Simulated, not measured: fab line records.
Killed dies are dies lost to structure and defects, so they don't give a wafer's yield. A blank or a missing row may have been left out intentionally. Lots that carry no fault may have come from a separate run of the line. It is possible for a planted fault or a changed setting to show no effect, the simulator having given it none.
Code-filled problem report in 8D (eight disciplines) form ; flow sky130 ; the parts of the form that need people (team, actions taken, sign-off) are left out

== 1. PROBLEM STATEMENT ==
Wafers with no fault read 0.977 a.u. with a standard deviation of 0.0081, whereas oesProductAu at SKY_PAD_OPEN_ETCH_07 reads a mean of 0.928 a.u. on 1 wafer of 1 lot. Relative to the usual mean, that is a shift of -6.0 standard deviations.
The step: etches the open film in CF4/O2, stops on AlCu, target depth 725 nm, time 161.1 s.
Earliest sighting: wafer L716.5 on rieDiel-04 at day 47 22:39. At this step, 36 wafers from 12 lots have a number in the record. Rule for "out", or "out of limits": more than 4 standard deviations from the usual mean. Any other wafer with a number is counted as sound.

== 2. WHAT IT IS, WHAT IT ISN'T ==
question;is;is not
which readings at this step;oesProductAu;drypumpMotorCurrentA
which lots;L716;L706, L707, L708, L710, L721, L722, L724, L726, L727, L728, L729
which wafers of those lots;L716.5;L716.1, L716.6
read on which tools;rieDiel-04;rieDiel-02, rieDiel-03
when;from day 47 22:39;"up to then (14 sound wafers); but 21 sound wafers of L721, L722, L724, L726, L727, L728, L729 came after"

== 3. WHAT RULES OUT EACH SUSPECT ==
Counting: a tool at a process step up to the reading stays a suspect if it ran every lot that is out. Sound lots after the first of them don't rule it out here, since some wafers of a struck lot are sound.
- rieSi-02 at SKY_POLY_GATE_ETCH_17 (etches poly-Si in HBr/Cl2, stops on SiO2, target depth 180 nm, time 70.5 s): kept. It processed L716, the lot that is out, at day 20 02:16, and its most recent sound lot before then was L710 at day 18 02:38.
- rieDiel-04 at SKY_PAD_OPEN_ETCH_07 (etches the open film in CF4/O2, stops on AlCu, target depth 725 nm, time 161.1 s): kept. It processed L716, the lot that is out, at day 47 22:39, and its most recent sound lot before then was L710 at day 46 19:39. Its own oesProductAu readings are out on those wafers.
- The sound lot-mates ran in chamber 1 of rieSi-02 at SKY_POLY_GATE_ETCH_17, but the wafers that are out ran in chamber 0.
- rieDiel-04, SKY_PAD_OPEN_ETCH_07: wafers that are out in chamber 1, sound lot-mates in chambers 2, 3.
What counting leaves: rieSi-02 at SKY_POLY_GATE_ETCH_17 and rieDiel-04 at SKY_PAD_OPEN_ETCH_07.

== 4. THE CAUSE (what the simulator had put in) ==
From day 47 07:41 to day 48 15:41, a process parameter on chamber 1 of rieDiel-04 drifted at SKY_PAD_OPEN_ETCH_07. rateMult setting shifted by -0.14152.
Of the 2 suspects that counting leaves, this tool is one.

== 5. SEQUENCE OF EFFECTS, ordered by route ==
Each row: a reading whose mean over the struck wafers that have a number lies more than 3 standard deviations from the usual. Only readings for which the record gives a usual standard deviation are gone through. hours: the time from each lot's start at the first step in this table that gives one to its start at this step, as a median over the lots. sigmas: the change in usual standard deviations.
hours;step;reading;usual;on struck wafers;change;sigmas
0;SKY_PAD_OPEN_ETCH_07;oesProductAu;0.977 a.u.;0.928;-0.049;-6.0
3;SKY_PAD_OPEN_PROBE_99;defectLimitedYield;82.5 %;0.0;-82.5;-46
3;SKY_PAD_OPEN_PROBE_99;killedAtOther;0.2;396.0;+395.8;+99 or more
3;SKY_PAD_OPEN_PROBE_99;killedDies;86;492;+406;+45
3;SKY_PAD_OPEN_PROBE_99;killedOnRim;17;96;+79;+21
3;SKY_PAD_OPEN_PROBE_99;sort_bin_5_function;10.3 %;92.9;+82.6;+52
3;SKY_PAD_OPEN_PROBE_99;sortNPass;406;0;-406;-45
3;SKY_PAD_OPEN_PROBE_99;sortYieldPct;82.5 %;0.0;-82.5;-46
Process steps it contains:
- SKY_PAD_OPEN_ETCH_07: etches the open film in CF4/O2, stops on AlCu, target depth 725 nm, time 161.1 s.
- SKY_PAD_OPEN_PROBE_99

== 6. WHAT WOULD HAVE CAUGHT IT SOONER ==
In this record the first reading out of limits was taken at day 47 22:39, 15 hours after the fault began at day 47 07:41.
